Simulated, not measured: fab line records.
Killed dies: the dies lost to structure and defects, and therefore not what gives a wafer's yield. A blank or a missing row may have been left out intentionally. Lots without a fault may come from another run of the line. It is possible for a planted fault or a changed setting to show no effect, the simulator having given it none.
fab line records ; flow sky130
record: lots: 6; wafers: 18; last_day: 50
route steps=708 shown LDD_HVN@274 LDD_HVP@278 LDD_LDN@289 PAD_OPEN@708
lots with no fault: from the same line, run without faults
start_h: hours from the record's opening day to when the first of the lot's shown wafers began ; wait_h: time in hours since the lot's previous step ; " same as the row above ; L1.1+2: a single row standing in for several wafers ; - no value present, or no start provided ; * or withheld: withheld ; < > ~ a bound
route shown NAME@n: names a module that has steps shown in the file, with the first one's number in the route ; usual: mean/standard deviation taken from wafers without a fault ; same: alike in all rows ; chamber/n: place in a boat ; sites: the reading at each site ; _std_site: how widely they spread, as a standard deviation ; _edge_site: inner sites' mean taken away from outer sites' mean ; radius_mm: how far each site lies from the wafer's centre ; mask NAME#n: copy n ; behind: the most recent tool/chamber to have shaped the wafer ; hold: why the lot was held/for how many hours/how that ended ; device: names the non-switching transistor (n, p or np) ; end of line: the same wafers' tests at the end of the route ; a step given without rows: its recipe and nothing more ; killed: dies that structure and defects cost at the first sort, which is not the same as the wafer's yield ; map: the dies of a wafer, with x for killed, . for not killed, _ for no die there
set.NAME: the run value of the setting; set.NAME@STEP: its run value at that earlier step ; model.NAME: the simulator's own value behind a step, which no gauge read
a table for each step, a row for each wafer; lots at some steps of the route
services: a tool's chamber out of use, with start hour (start_h, from the record's first day; less than 0 if before it), hours out, and reason
== steps ==
step: SKY_LDD_HVN_OVL_MEAS_07
usual: LDD_HVN_OVL: 0.2/1.3
lot.wafer;tool;chamber;start_h;wait_h;LDD_HVN_OVL[nm]
L863.2;overlay-01;-;475.59;0.1;0.6
L863.3;overlay-01;-;475.59;0.1;-0.9
L863.5;overlay-01;-;475.59;0.1;-0.2
L864.3;overlay-02;-;489.04;0.1;-2.0
L864.4;overlay-02;-;489.04;0.1;-3.4
L864.6;overlay-02;-;489.04;0.1;-1.5
L876.2;overlay-02;-;591.85;0.1;0.5
L876.4;overlay-02;-;591.85;0.1;0.5
L876.5;overlay-02;-;591.85;0.1;2.0
L880.1;overlay-01;-;620.78;0.1;0.7
L880.2;overlay-01;-;620.78;0.1;0.8
L880.6;overlay-01;-;620.78;0.1;0.3
L881.1;overlay-02;-;630.09;0.1;-0.3
L881.2;overlay-02;-;630.09;0.1;1.3
L881.5;overlay-02;-;630.09;0.1;1.3
L885.1;overlay-02;-;675.24;0.1;-1.7
L885.2;overlay-02;-;675.24;0.1;-1.3
L885.6;overlay-02;-;675.24;0.1;-1.1
step: SKY_LDD_HVN_IMPLANT_08
recipe: species: P; energy_kev: 60; dose_cm2: 3e+13; tilt_deg: 40
step: SKY_LDD_HVN_STRIP_09
recipe: chemistry: O2/N2; power_w: 1400; pressure_mtorr: 1500; platen_temp_c: withheld; o2_flow_sccm: 3000; n2_flow_sccm: 300; overash_fraction: 0.5
usual: chamber_pressure_mTorr: 1499.9/1.5; drypump_motor_current_A: 5.97/0.26; oes_product_au: 0.409/0.005; strip_time_to_endpoint_s: 4.135/0.013
lot.wafer;tool;chamber;start_h;wait_h;chamber_pressure_mTorr;drypump_motor_current_A;oes_product_au;rf_hours_counter_h;strip_time_to_endpoint_s
L863.2;plasma_asher-01;1;475.77;0.1;1500.6;5.50;0.413;79;4.118
L863.3;plasma_asher-01;0;475.77;0.1;1501.4;5.84;0.400;-;4.130
L863.5;plasma_asher-01;1;475.77;0.1;1496.1;5.49;0.402;-;4.132
L864.3;plasma_asher-03;0;489.25;0.1;1498.9;5.70;0.402;-;4.144
L864.4;plasma_asher-03;1;489.25;0.1;1499.9;6.18;0.410;-;4.123
L864.6;plasma_asher-03;0;489.25;0.1;1497.8;5.71;0.405;-;4.127
L876.2;plasma_asher-04;1;592.03;0.1;1499.5;6.11;0.410;16;4.144
L876.4;plasma_asher-04;0;592.03;0.1;1500.8;6.25;0.410;-;4.139
L876.5;plasma_asher-04;0;592.03;0.1;1500.3;6.26;0.415;-;4.139
L880.1;plasma_asher-03;0;620.96;0.1;1499.9;5.70;0.409;47;4.137
L880.2;plasma_asher-03;1;620.96;0.1;1500.6;6.17;0.408;47;4.120
L880.6;plasma_asher-03;1;620.96;0.1;1498.0;6.17;0.407;-;4.125
L881.1;plasma_asher-01;0;630.28;0.1;1499.9;5.84;0.398;95;4.141
L881.2;plasma_asher-01;1;630.28;0.1;1498.9;5.49;0.402;95;4.134
L881.5;plasma_asher-01;0;630.28;0.1;1500.6;5.83;0.411;-;4.117
L885.1;plasma_asher-04;1;675.43;0.1;1501.5;6.12;0.418;26;4.135
L885.2;plasma_asher-04;0;675.43;0.1;1502.0;6.24;0.410;26;4.130
L885.6;plasma_asher-04;1;675.43;0.1;1500.5;6.11;0.404;-;4.124
step: SKY_LDD_HVN_TW_MEAS_10
usual: LDD_HVN_TW: 1429/10
lot.wafer;tool;chamber;start_h;wait_h;LDD_HVN_TW
L863.2;film_metro-01;-;475.88;0.1;1433
L863.3;film_metro-01;-;475.88;0.1;1444
L863.5;film_metro-01;-;475.88;0.1;1430
L864.3;film_metro-02;-;489.34;0.1;1425
L864.4;film_metro-02;-;489.34;0.1;1426
L864.6;film_metro-02;-;489.34;0.1;1422
L876.2;film_metro-01;-;592.14;0.1;1446
L876.4;film_metro-01;-;592.14;0.1;1441
L876.5;film_metro-01;-;592.14;0.1;1443
L880.1;film_metro-03;-;621.06;0.1;1421
L880.2;film_metro-03;-;621.06;0.1;1427
L880.6;film_metro-03;-;621.06;0.1;1418
L881.1;film_metro-01;-;630.38;0.1;1434
L881.2;film_metro-01;-;630.38;0.1;1436
L881.5;film_metro-01;-;630.38;0.1;1425
L885.1;film_metro-02;-;675.53;0.1;1406
L885.2;film_metro-02;-;675.53;0.1;1411
L885.6;film_metro-02;-;675.53;0.1;1410
step: SKY_LDD_HVP_DEHYDRATE_00
recipe: temp_c: 200; time_s: 60
step: SKY_LDD_HVP_HMDS_01
recipe: prime_time_s: 60; prime_temp_c: 120
step: SKY_LDD_HVP_COAT_02
recipe: resist: NOVOLAK; spin_rpm: 3000; resist_thk_nm: 300
step: SKY_LDD_HVP_SOFTBAKE_03
recipe: temp_c: 90; time_s: 60; resist: NOVOLAK
step: SKY_LDD_HVP_EXPOSE_04
recipe: mask_id: HVPTM; na: 0.6; source_shape: conventional; sigma_outer: 0.6; polarization: unpolarized; target_cd_nm: 700; dose_mj: 86
step: SKY_LDD_HVP_PEB_05
recipe: temp_c: withheld; time_s: *; resist: NOVOLAK
step: SKY_LDD_HVP_DEVELOP_06
recipe: resist: NOVOLAK; developer: TMAH; develop_time_s: 60; dev_temp_c: 23
step: SKY_LDD_HVP_OVL_MEAS_07
usual: LDD_HVP_OVL: 0.7/1.4
lot.wafer;tool;chamber;start_h;wait_h;LDD_HVP_OVL[nm]
L863.2;overlay-02;-;506.21;0.1;0.2
L863.3;overlay-02;-;506.21;0.1;-0.8
L863.5;overlay-02;-;506.21;0.1;-0.2
L864.3;overlay-02;-;520.20;0.1;0.7
L864.4;overlay-02;-;520.20;0.1;0.6
L864.6;overlay-02;-;520.20;0.1;0.5
L876.2;overlay-02;-;621.20;0.1;-1.3
L876.4;overlay-02;-;621.20;0.1;0.1
L876.5;overlay-02;-;621.20;0.1;-0.4
L880.1;overlay-02;-;649.44;0.1;3.0
L880.2;overlay-02;-;649.44;0.1;4.1
L880.6;overlay-02;-;649.44;0.1;3.2
L881.1;overlay-01;-;658.45;0.1;3.7
L881.2;overlay-01;-;658.45;0.1;0.0
L881.5;overlay-01;-;658.45;0.1;0.7
L885.1;overlay-01;-;703.49;0.1;-0.7
L885.2;overlay-01;-;703.49;0.1;3.1
L885.6;overlay-01;-;703.49;0.1;0.6
step: SKY_LDD_HVP_IMPLANT_08
recipe: species: B; energy_kev: 20; dose_cm2: 1.7e+13; tilt_deg: 17.9
usual: beam_energy_keV: 20.000/0.0063; tilt_deg: 17.902/0.019
lot.wafer;tool;chamber;start_h;wait_h;beam_energy_keV;tilt_deg
L863.2;implanter-02;0;506.26;0.0;19.999;17.925
L863.3;implanter-02;0;506.26;0.0;19.990;17.903
L863.5;implanter-02;0;506.26;0.0;19.992;17.924
L863.2;implanter-02;0;506.58;0.3;20.010;17.905
L863.3;implanter-02;0;506.58;0.3;20.006;17.914
L863.5;implanter-02;0;506.58;0.3;19.998;17.894
L864.3;implanter-04;0;520.28;0.1;20.009;17.890
L864.4;implanter-04;0;520.28;0.1;20.002;17.890
L864.6;implanter-04;0;520.28;0.1;19.993;17.919
L864.3;implanter-04;0;520.85;0.5;19.988;17.876
L864.4;implanter-04;0;520.85;0.5;19.984;17.873
L864.6;implanter-04;0;520.85;0.5;20.001;17.920
L876.2;implanter-01;0;621.25;0.0;20.003;17.903
L876.4;implanter-01;0;621.25;0.0;20.004;17.892
L876.5;implanter-01;0;621.25;0.0;20.001;17.910
L880.1;implanter-01;0;649.48;0.0;20.010;17.879
L880.2;implanter-01;0;649.48;0.0;20.004;17.890
L880.6;implanter-01;0;649.48;0.0;20.005;17.924
L881.1;implanter-04;0;658.49;0.0;19.994;17.869
L881.2;implanter-04;0;658.49;0.0;19.998;17.944
L881.5;implanter-04;0;658.49;0.0;19.991;17.916
L885.1;implanter-01;0;703.53;0.0;20.003;17.920
L885.2;implanter-01;0;703.53;0.0;20.005;17.885
L885.6;implanter-01;0;703.53;0.0;20.007;17.885
step: SKY_LDD_HVP_STRIP_09
recipe: chemistry: O2/N2; power_w: 1400; pressure_mtorr: 1500; platen_temp_c: withheld; o2_flow_sccm: 3000; n2_flow_sccm: 300; overash_fraction: 0.5
usual: chamber_pressure_mTorr: 1499.8/1.5; drypump_motor_current_A: 5.9/0.31; oes_product_au: 0.409/0.0044; strip_time_to_endpoint_s: 4.139/0.01
lot.wafer;tool;chamber;start_h;wait_h;chamber_pressure_mTorr;drypump_motor_current_A;oes_product_au;rf_hours_counter_h;strip_time_to_endpoint_s
L863.2;plasma_asher-04;1;506.70;0.1;1499.9;6.1;0.422;7;4.124
L863.3;plasma_asher-04;0;506.70;0.1;1502.2;6.2;0.409;-;4.125
L863.5;plasma_asher-04;0;506.70;0.1;1500.5;6.3;0.413;-;4.128
L864.3;plasma_asher-01;0;521.09;0.2;1500.9;5.8;0.405;-;4.140
L864.4;plasma_asher-01;1;521.09;0.2;1499.3;5.5;0.406;-;4.125
L864.6;plasma_asher-01;0;521.09;0.2;1500.7;5.8;0.405;-;4.146
L876.2;plasma_asher-01;0;621.38;0.1;1500.3;5.8;0.409;93;4.133
L876.4;plasma_asher-01;1;621.38;0.1;1500.0;5.5;0.407;-;4.129
L876.5;plasma_asher-01;1;621.38;0.1;1499.5;5.5;0.411;-;4.149
L880.1;plasma_asher-01;1;649.63;0.1;1499.6;5.5;0.412;96;4.133
L880.2;plasma_asher-01;0;649.63;0.1;1499.6;5.8;0.416;96;4.132
L880.6;plasma_asher-01;1;649.63;0.1;1499.9;5.5;0.407;-;4.145
L881.1;plasma_asher-02;0;658.64;0.1;1500.1;6.1;0.419;86;4.136
L881.2;plasma_asher-02;1;658.64;0.1;1497.7;6.3;0.413;86;4.161
L881.5;plasma_asher-02;0;658.64;0.1;1502.0;6.1;0.411;-;4.145
L885.1;plasma_asher-02;1;703.68;0.1;1499.7;6.3;0.411;91;4.145
L885.2;plasma_asher-02;0;703.68;0.1;1502.3;6.1;0.419;91;4.139
L885.6;plasma_asher-02;1;703.68;0.1;1501.6;6.3;0.402;-;4.139
step: SKY_LDD_HVP_TW_MEAS_10
usual: LDD_HVP_TW: 456/4.6
lot.wafer;tool;chamber;start_h;wait_h;LDD_HVP_TW
L863.2;film_metro-04;-;506.81;0.1;574
L863.3;film_metro-04;-;506.81;0.1;576
L863.5;film_metro-04;-;506.81;0.1;574
L864.3;film_metro-02;-;521.18;0.1;555
L864.4;film_metro-02;-;521.18;0.1;558
L864.6;film_metro-02;-;521.18;0.1;554
L876.2;film_metro-03;-;621.49;0.1;454
L876.4;film_metro-03;-;621.49;0.1;452
L876.5;film_metro-03;-;621.49;0.1;451
L880.1;film_metro-02;-;649.73;0.1;453
L880.2;film_metro-02;-;649.73;0.1;452
L880.6;film_metro-02;-;649.73;0.1;452
L881.1;film_metro-02;-;658.74;0.1;452
L881.2;film_metro-02;-;658.74;0.1;450
L881.5;film_metro-02;-;658.74;0.1;450
L885.1;film_metro-02;-;703.78;0.1;455
L885.2;film_metro-02;-;703.78;0.1;452
L885.6;film_metro-02;-;703.78;0.1;453
step: SKY_LDD_LDN_DEHYDRATE_00
recipe: temp_c: 200; time_s: 60
step: SKY_PAD_OPEN_PROBE_99
usual: killed_at_M0_to_M3: 43/6.8; killed_at_M4_up: 3.3/2.1; killed_at_contacts: 24/5; killed_at_front_end: 15/4.4; killed_at_other: 0.3/0.57; killed_dies: 86/9.7; killed_open: 47/7.3; killed_short: 39/6.1
same: gross_dies: 492; killed_at_back_side: 0
lot.wafer;tool;chamber;start_h;wait_h;killed_at_M0_to_M3;killed_at_M4_up;killed_at_contacts;killed_at_front_end;killed_at_other;killed_dies;killed_open;killed_short;model.etest.tip_p_5v.rs_ohm_sq;model.etest.pfet_g5v0d10v5.r_on_ohm_um;model.etest.pfet_g5v0d10v5.drive_ua_um;model.etest.tip_p_5v.rs_ohm_sq_range;model.etest.res_pdiff_hv.rs_ohm_sq;model.etest.pfet_g5v0d10v5.off_log10_a_um;model.etest.ring_5v.delay_ps;model.etest.pfet_g5v0d10v5.vt_sat_v
L863.2;prober-01;-;1082.95;0.1;40;2;32;21;0;95;49;45;1712;4377;374.3;50;186.9;-11.04;44.06;-0.5262
L863.3;prober-01;-;1083.00;0.2;37;4;23;17;2;83;48;32;1717;4520;365.2;54.79;188.1;-11.04;43.89;-0.5071
L863.5;prober-01;-;1083.10;0.2;46;2;27;8;0;83;47;36;1716;4422;372.3;47.94;186.7;-10.86;43.06;-0.4858
L864.3;prober-02;-;1093.77;0.2;41;8;17;15;1;82;37;45;1726;4335;378.2;47.91;191.3;-10.63;43.59;-0.4765
L864.4;prober-02;-;1093.82;0.2;40;4;25;16;0;85;45;39;1734;4293;387.7;69.67;191.5;-10.53;42.79;-0.4585
L864.6;prober-02;-;1093.92;0.2;35;3;24;18;0;80;41;39;1734;4334;377.9;39.3;191.9;-10.82;44.09;-0.4826
L876.2;prober-02;-;1157.37;0.1;46;3;29;20;0;98;51;45;2840;4624;351.5;63.52;189.9;-12.16;43.83;-0.596
L876.4;prober-02;-;1157.47;0.2;38;5;34;16;0;93;55;37;2859;4592;352.5;87.51;190.9;-11.87;43.73;-0.559
L876.5;prober-02;-;1157.52;0.2;39;1;29;13;0;82;46;36;2859;4638;353.9;83.93;190.8;-12.3;44.14;-0.6154
L880.1;prober-02;-;1176.86;0.1;39;2;21;10;0;72;37;33;2835;4707;345;79.25;190.3;-12.2;44.35;-0.5914
L880.2;prober-02;-;1176.91;0.1;43;2;21;10;0;76;40;34;2853;4738;344.1;75.09;191.6;-12.16;44.44;-0.5997
L880.6;prober-02;-;1177.11;0.2;40;6;27;9;0;82;51;31;2856;4698;344.4;67.19;191.6;-12.38;44.52;-0.6163
L881.1;prober-02;-;1185.24;0.1;56;4;24;18;0;102;49;53;2873;4873;334.2;99.71;191;-12.84;45.01;-0.6658
L881.2;prober-02;-;1185.29;0.1;47;3;24;9;0;83;46;37;2856;4861;335.2;67.5;191.9;-12.91;45.25;-0.6676
L881.5;prober-02;-;1185.44;0.2;44;3;44;16;0;107;55;48;2858;4790;335.5;66.22;191.9;-12.75;44.77;-0.6506
L885.1;prober-01;-;1206.46;0.1;42;2;19;22;0;85;41;43;2856;4773;339.1;60.7;192.5;-12.71;45.61;-0.6483
L885.2;prober-01;-;1206.51;0.1;43;1;31;17;0;92;47;43;2867;4788;338.6;116.6;190.1;-12.82;44.74;-0.6678
L885.6;prober-01;-;1206.71;0.2;38;0;26;21;1;86;47;38;2858;4835;332.5;100.4;193;-12.76;45.16;-0.6661
killed by level:class
L863.2 CONTACT:geometric_particle:open=11 LI_CONTACT:geometric_particle:open=11 VIA1:geometric_particle:short=8 FIELD_ISO:geometric_particle:open=6 VIA3:geometric_particle:open=6 VIA1:geometric_particle:open=6 METAL2:geometric_particle:short=6 FIELD_ISO:geometric_particle:short=5
L863.3 VIA1:geometric_particle:open=10 LI_CONTACT:geometric_particle:open=9 CONTACT:geometric_particle:open=9 VIA1:geometric_particle:short=7 FIELD_ISO:geometric_particle:open=5 VIA2:geometric_particle:open=5 METAL1:geometric_particle:short=4 FIELD_ISO:geometric_particle:short=3
L863.5 VIA1:geometric_particle:open=13 CONTACT:geometric_particle:open=11 VIA3:geometric_particle:open=6 VIA1:geometric_particle:short=5 VIA2:geometric_particle:open=5 POLY_GATE:geometric_particle:open=4 LI_CONTACT:geometric_particle:short=4 LI_CONTACT:geometric_particle:open=4
L864.3 CONTACT:geometric_particle:short=9 VIA1:geometric_particle:open=9 FIELD_ISO:geometric_particle:open=6 METAL4:geometric_particle:short=6 METAL3:geometric_particle:short=6 VIA3:geometric_particle:open=6 POLY_GATE:geometric_particle:short=4 CONTACT:geometric_particle:open=4
L864.4 CONTACT:geometric_particle:open=8 VIA1:geometric_particle:open=8 VIA3:geometric_particle:open=8 LI_CONTACT:geometric_particle:open=6 CONTACT:geometric_particle:short=5 METAL1:geometric_particle:short=5 VIA1:geometric_particle:short=5 POLY_GATE:geometric_particle:short=4
L864.6 CONTACT:geometric_particle:open=9 VIA1:geometric_particle:short=7 VIA1:geometric_particle:open=7 FIELD_ISO:geometric_particle:open=6 VIA2:geometric_particle:open=6 LI_CONTACT:geometric_particle:open=5 CONTACT:geometric_particle:short=5 POLY_GATE:geometric_particle:short=4
L876.2 CONTACT:geometric_particle:open=11 VIA1:geometric_particle:short=10 VIA1:geometric_particle:open=8 LI_CONTACT:geometric_particle:open=8 VIA2:geometric_particle:open=7 FIELD_ISO:geometric_particle:open=6 CONTACT:geometric_particle:short=5 FIELD_ISO:geometric_particle:short=4
L876.4 LI_CONTACT:geometric_particle:open=11 VIA1:geometric_particle:open=11 CONTACT:geometric_particle:open=10 VIA1:geometric_particle:short=6 VIA3:geometric_particle:open=6 POLY_GATE:geometric_particle:open=5 METAL2:geometric_particle:short=5 VIA2:geometric_particle:open=5
L876.5 VIA1:geometric_particle:open=12 CONTACT:geometric_particle:short=8 LI_CONTACT:geometric_particle:open=6 CONTACT:geometric_particle:open=6 VIA1:geometric_particle:short=6 FIELD_ISO:geometric_particle:short=4 LOCAL_INTERCONNECT:geometric_particle:open=4 VIA2:geometric_particle:open=4
L880.1 VIA1:geometric_particle:open=8 CONTACT:geometric_particle:open=6 METAL2:geometric_particle:short=6 VIA2:geometric_particle:open=6 VIA3:geometric_particle:open=6 CONTACT:geometric_particle:short=5 FIELD_ISO:geometric_particle:open=4 LI_CONTACT:geometric_particle:open=4
L880.2 CONTACT:geometric_particle:open=13 VIA1:geometric_particle:open=8 VIA2:geometric_particle:open=6 METAL3:geometric_particle:short=6 VIA3:geometric_particle:open=6 METAL1:geometric_particle:short=5 FIELD_ISO:geometric_particle:short=4 CONTACT:geometric_particle:short=3
L880.6 VIA1:geometric_particle:open=14 LI_CONTACT:geometric_particle:open=12 CONTACT:geometric_particle:short=6 CONTACT:geometric_particle:open=5 VIA3:geometric_particle:open=5 VIA1:geometric_particle:short=4 FIELD_ISO:geometric_particle:open=4 METAL1:geometric_particle:short=4
L881.1 VIA1:geometric_particle:open=11 LI_CONTACT:geometric_particle:open=9 VIA1:geometric_particle:short=9 POLY_GATE:geometric_particle:short=7 CONTACT:geometric_particle:open=7 METAL1:geometric_particle:short=7 METAL2:geometric_particle:short=6 POLY_GATE:geometric_particle:open=6
L881.2 CONTACT:geometric_particle:open=14 VIA1:geometric_particle:open=10 METAL1:geometric_particle:short=7 VIA2:geometric_particle:open=7 VIA1:geometric_particle:short=5 CONTACT:geometric_particle:short=4 POLY_GATE:geometric_particle:short=3 LI_CONTACT:geometric_particle:open=3
L881.5 CONTACT:geometric_particle:open=14 VIA1:geometric_particle:open=12 LI_CONTACT:geometric_particle:open=10 LOCAL_INTERCONNECT:geometric_particle:short=8 CONTACT:geometric_particle:short=8 VIA2:geometric_particle:open=6 POLY_GATE:geometric_particle:short=5 VIA1:geometric_particle:short=5
L885.1 VIA3:geometric_particle:open=9 CONTACT:geometric_particle:open=9 METAL1:geometric_particle:short=9 FIELD_ISO:geometric_particle:short=8 VIA1:geometric_particle:open=6 VIA2:geometric_particle:open=6 POLY_GATE:geometric_particle:short=5 POLY_GATE:geometric_particle:open=5
L885.2 CONTACT:geometric_particle:open=13 CONTACT:geometric_particle:short=9 VIA1:geometric_particle:open=8 FIELD_ISO:geometric_particle:short=7 VIA3:geometric_particle:short=6 LI_CONTACT:geometric_particle:open=6 VIA2:geometric_particle:open=6 METAL1:geometric_particle:short=5
L885.6 LI_CONTACT:geometric_particle:open=9 VIA1:geometric_particle:open=9 CONTACT:geometric_particle:open=7 VIA2:geometric_particle:short=6 VIA3:geometric_particle:open=5 METAL1:geometric_particle:short=5 POLY_GATE:geometric_particle:open=4 LOCAL_INTERCONNECT:geometric_particle:short=4
== services ==
tool;chamber;start_h;hours;kind
plasma_asher-04;-;471.61;11.1;repair
plasma_asher-01;-;473.88;1.2;repair
implanter-01;-;477.80;3.5;repair
implanter-04;-;486.94;24.7;repair
plasma_asher-01;-;491.65;4.8;repair
plasma_asher-03;-;522.08;15.6;pm
implanter-01;-;524.51;4.2;pm
plasma_asher-01;-;527.63;2.8;pm
plasma_asher-04;-;564.10;0.8;repair
plasma_asher-02;-;581.26;2.8;pm
implanter-04;-;608.93;2.4;repair
plasma_asher-02;-;619.50;15.6;pm
plasma_asher-03;-;643.88;1.2;repair
plasma_asher-01;-;661.18;11.0;repair
implanter-02;-;671.65;0.5;repair
plasma_asher-03;-;674.02;4.0;pm
== key ==
first_sign: step: SKY_LDD_HVP_IMPLANT_08; reading: visit; direction: added
effect: step: SKY_LDD_HVP_TW_MEAS_10; reading: LDD_HVP_TW; direction: up; sigmas: 24; usual: 456; struck: 565
model_effect: step: SKY_PAD_OPEN_PROBE_99; value: etest.tip_p_5v.rs_ohm_sq; without: 2838; struck: 1723
met_at SKY_LDD_HVP_IMPLANT_08
struck_wafers L863.2,L863.3,L863.5,L864.3,L864.4,L864.6
tester_left_out L863,L864
fault: kind: repeated_step_whole; tool: implanter-01,implanter-02,implanter-04; chamber: -; onset_h: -; steps: SKY_LDD_HVP_IMPLANT_08; times: 1; scope: struck_lots_only
tester_left_out: of these lots the tester's yield and bins aren't shown, on N5 and GAA mostly nor the transistor test; their killed dies are dies lost to structure and defects alone, not to doping, threshold or leakage, so they don't give the yield
